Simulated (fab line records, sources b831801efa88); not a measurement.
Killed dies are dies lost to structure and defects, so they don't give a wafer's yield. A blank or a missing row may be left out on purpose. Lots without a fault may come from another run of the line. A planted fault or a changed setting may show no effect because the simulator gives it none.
A struck lot beside a sound one | flow sky130 | 15 steps out of a route of 708
Sound: wafers L906.1, L906.5, L906.6. Struck: wafers L911.2, L911.3, L911.4. The cause comes at the end.
At each step with rows: each side's tool, then ch and its chambers, then its first start. Under that, the readings that differ: sound wafers | struck wafers | difference of the means | sigmas: that difference in standard deviations of wafers without a fault.
alike: readings whose means differ by less than 2 such deviations, and words and numbers that are the same on both sides. not compared: withheld readings, readings that some wafer has no value for, bounds like >300 that may hide the same value, and numbers for which the record gives no deviation and whose values overlap.
The two part at a step that has a row with sigmas, a row that says differs or no value, or rows on one side only. Numbers that don't overlap but have no deviation are shown without sigmas and don't part them. A reading that every wafer of one side lacks parts them only if that side has two wafers or more.

SKY_CONTACT_STRIP_19: strips in O2/N2.
  sound on plasma_asher-03 ch 0,1, day 32 16:32; struck on plasma_asher-01 ch 0,1, day 34 05:06
  alike: drypump_motor_current_A, oes_product_au, strip_time_to_endpoint_s
  not compared: rf_hours_counter_h
then, 4 steps without rows for these wafers: SKY_CONTACT_STRIP_20 (strips in post etch residue remover, time 1200 s); SKY_CONTACT_CLEAN_21 (cleans in IPA, time 180 s); SKY_CONTACT_CLEAN_22 (cleans in O3/DIW); SKY_CONTACT_SPUTTER_23 (material TiN, target thk 20 nm, time 80 s).
SKY_CONTACT_CVD_24: deposits W, target thk 340 nm, time 102.12 s.
  sound on cvd_w-02 ch 0,1, day 32 17:11; struck on cvd_w-02 ch 0,1, day 34 05:45
  alike: heater_power_w
SKY_CONTACT_RS_MEAS_25: measures by four-point-probe.
  sound on film_metro-01, day 32 17:17; struck on film_metro-04, day 34 05:53
  alike: CONTACT_W_RS
SKY_CONTACT_THK_MEAS_26: measures by xrf.
  sound on film_metro-01, day 32 17:25; struck on film_metro-04, day 34 05:59
  alike: CONTACT_W_THK
SKY_CONTACT_CMP_27: polishes, stops on SiO2, t overpolish 15 s, target thk 0 nm.
  sound on cmp-02 ch 0,3, day 32 17:28; struck on cmp-02 ch 0,2,3, day 34 06:02
  alike: motor_current_A, overpolish_run_s, retaining_ring_pressure_frac, slurry_flow_ml_min, time_to_endpoint_s
SKY_METAL1_SPUTTER_00: material Ti, target thk 15 nm, time 10 s.
  sound on pvd_sputter-03, day 32 17:46; struck on pvd_sputter-01, day 34 06:20
  alike: throttle_valve_pct
SKY_METAL1_SPUTTER_01: material TiN, target thk 20 nm, time 16.7 s.
  sound on pvd_sputter-03, day 32 17:47; struck on pvd_sputter-01, day 34 06:22
  alike: throttle_valve_pct
then, 1 step without rows for these wafers: SKY_METAL1_SPUTTER_02 (material AlCu, target thk 250 nm, time 13.3 s).
SKY_METAL1_SPUTTER_03: material Ti, target thk 5 nm, time 3.3 s.
  sound on pvd_sputter-03, day 32 17:50; struck on pvd_sputter-01, day 34 06:25
  reading                                   | sound            | struck           | difference | sigmas
  model.Ti_of_METAL1_SPUTTER_03.thk_nm (nm) | 5.093 5.15 5.022 | 6.826 6.745 6.91 | +1.739     |
  alike: throttle_valve_pct
then, 1 step without rows for these wafers: SKY_METAL1_SPUTTER_04 (material TiN, target thk 70 nm, time 58.3 s).
-- the record jumps here: 14 days lie between the struck wafers' starts before and after (it left off in module METAL1 and takes up again in module PAD_OPEN, whose first step shown is number 708 of the route) --
SKY_PAD_OPEN_PROBE_99:
  sound on prober-02, day 46 17:57; struck on prober-02, day 47 18:32
  alike: defect_limited_yield, killed_at_M0_to_M3, killed_at_M4_up, killed_at_contacts, killed_at_front_end, killed_at_other, killed_dies, killed_open, killed_short, sort_bin_3_pad_short, sort_bin_5_function, sort_bin_6_memory, sort_n_pass, sort_yield_pct

WHERE THEY PART
Nowhere in this record.

WHY: what the simulator had put in
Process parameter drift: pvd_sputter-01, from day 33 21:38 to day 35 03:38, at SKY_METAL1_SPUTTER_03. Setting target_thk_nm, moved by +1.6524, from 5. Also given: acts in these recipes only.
